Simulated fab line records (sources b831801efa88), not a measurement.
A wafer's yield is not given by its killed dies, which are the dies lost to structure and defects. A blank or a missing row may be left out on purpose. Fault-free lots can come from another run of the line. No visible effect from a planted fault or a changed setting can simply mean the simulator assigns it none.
Which tool was responsible?	flow sky130	18 wafers from 6 lots sampled at 3 of the route's 708 steps

## WHAT THE GAUGES READ, wafer by wafer
SKY_METAL4_OVL_MEAS_14.
lot	measured	on	METAL4_OVL (nm)
L553	day 41 19:43	overlay-02	1 6 4
L557	day 43 03:27	overlay-02	-4 -6 -3
L560	day 44 21:30	overlay-01	7 7 9
L562	day 44 22:33	overlay-02	11 6 4
L567	day 46 01:42	overlay-02	-3 5 -2
L572	day 46 20:20	overlay-01	-4 0 3

## WHICH TOOL RAN EACH LOT (tool, then ch and the chambers of the sampled wafers, then the start)
lot	SKY_VIA1_CLEAN_19	SKY_VIA3_CMP_24
L553	wet_bench-01 ch 1, day 34 01:24	cmp-01 ch 0,2, day 39 17:41
L557	wet_bench-02 ch 3, day 35 15:16	cmp-01 ch 0,2, day 41 03:17
L560	wet_bench-01 ch 0, day 37 11:28	cmp-01 ch 1,2,3, day 42 22:53
L562	wet_bench-01 ch 0, day 37 13:40	cmp-02 ch 0,1, day 42 23:23
L567	wet_bench-02 ch 1, day 38 22:10	cmp-01 ch 0,1,3, day 44 05:08
L572	wet_bench-01 ch 1, day 39 19:46	cmp-01 ch 0,1,3, day 45 01:16
- SKY_VIA1_CLEAN_19: cleans in O3/DIW.
- SKY_VIA3_CMP_24: polishes, stops on SiO2, t overpolish 20 s, target thk 0 nm.

## THE ANSWER, worked out from the rows above alone
Rule: the usual values come from the lots themselves. Put in order of their means at a reading, lots are off if they are a third of the lots or fewer, leave a main group of 4 or more, and stand apart from it by a gap of 3 or more times the standard deviation of the main group's means; of several such gaps the widest counts. A main group whose means are all the same, to the digits that the tables above print for the reading, isn't used. Also off: a lot with no number at a reading for which 4 or more lots have one. All remaining lots with rows at the step are treated as sound.
Across all readings shown, no lot is off: no conclusion can be drawn from this.

## WHAT THE SIMULATOR HAD INSERTED
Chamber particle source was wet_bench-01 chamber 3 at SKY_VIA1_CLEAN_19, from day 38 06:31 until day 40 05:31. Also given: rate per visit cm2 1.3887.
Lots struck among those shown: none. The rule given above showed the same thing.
